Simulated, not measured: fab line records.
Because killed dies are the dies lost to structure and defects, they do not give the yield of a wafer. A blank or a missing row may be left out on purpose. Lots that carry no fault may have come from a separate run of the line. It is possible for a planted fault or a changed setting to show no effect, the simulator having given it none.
Problem report, 8D (eight disciplines) form, completed by code	flow gf180mcu	the parts of the form that need people (team, actions taken, sign-off) are left out

== 1. THE ISSUE ==
Mean NSD_RS at GF_PSD_RS_MEAS_14: 45.51 ohm/sq over 6 wafers in 2 lots; fault-free wafers: 46.18 ohm/sq, standard deviation 0.082. That puts it -8.1 standard deviations away from the usual mean.
The step: measures by four-point-probe.
First seen on wafer L139.1, day 17 01:04, on film metro-01. Wafers with a number at this step in the record: 39, from 13 lots. By rule, "out" or "out of limits" means more than 4 standard deviations away from the usual mean. All remaining wafers that have a number are taken as sound.

== 2. WHAT IT IS AND WHAT IT IS NOT ==
question	is	is not
which readings at this step	NSD_RS	-
which lots	L139, L140	L132, L133, L134, L138, L145, L146, L148, L150, L152, L153, L154
which wafers of those lots	all that have a number	-
read on which gauges	film metro-01	film metro-02, film metro-03
when	from day 17 01:04	up to then (12 sound wafers); but 21 sound wafers of L145, L146, L148, L150, L152, L153, L154 came after

== 3. SUSPECTS, AND WHAT RULES EACH OUT ==
Counting: a tool at any process step up to the reading remains a suspect when it ran all the lots that are out and ran no sound lot after the first of those.
- the gauge at GF_PSD_RS_MEAS_14: ruled out. All the wafers that are out were read on film metro-01, but those of them that GF_PSD_RTA_13 has rows for are out there too, on other tools.
- rtp anneal-02 at GF_PSD_RTA_13 (time 20 s): ruled out as a lasting fault. Sound lots L146, L148, L150, L153, L152, L154 ran on it after its first lot that is out, L139 (day 17 00:59).
Left after counting: nothing in the record.

== 4. THE CAUSE (what the simulator had put in) ==
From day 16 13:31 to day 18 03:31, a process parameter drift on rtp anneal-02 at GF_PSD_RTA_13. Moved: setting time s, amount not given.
It was ruled out by counting, in error; the rule expects a fault to strike all lots run on its tool from its start on, and this fault did not.

== 5. SEQUENCE OF EFFECTS, ordered by route ==
One row per reading whose mean, taken over the struck wafers that have a number, lies over 3 standard deviations from the usual. Only readings for which the record gives a usual standard deviation are gone through. hours: the time from each lot's start at the first step in this table that gives one to its start at this step, as a median over the lots. sigmas: the change in usual standard deviations.
hours	step	reading	usual	on struck wafers	change	sigmas
0	GF_PSD_RTA_13	run length s	49.03 s	52.00	+2.97	+14
0	GF_PSD_RS_MEAS_14	NSD_RS	46.18 ohm/sq	45.51	-0.67	-8.1
0	GF_PSD_RS_MEAS_15	PSD_RS	108.7 ohm/sq	106.8	-2.0	-6.5
Here are the process steps it includes:
- GF_PSD_RTA_13: time 20 s.
Later steps that measure or inspect, where all struck wafers having a row at the step show a number for every such reading and not one has moved that far: GF_SAB_CD_MEAS_09.

== 6. HOW IT WOULD HAVE BEEN CAUGHT EARLIER ==
The first out-of-limits reading at a measuring or inspecting step in this record came at day 17 01:04, 12 hours after the fault's start at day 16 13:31.
At GF_PSD_RTA_13, the tool's own readings (run length s) were out on each struck wafer the step has a row for, so an alarm limit on them would have fired on the first such wafer.
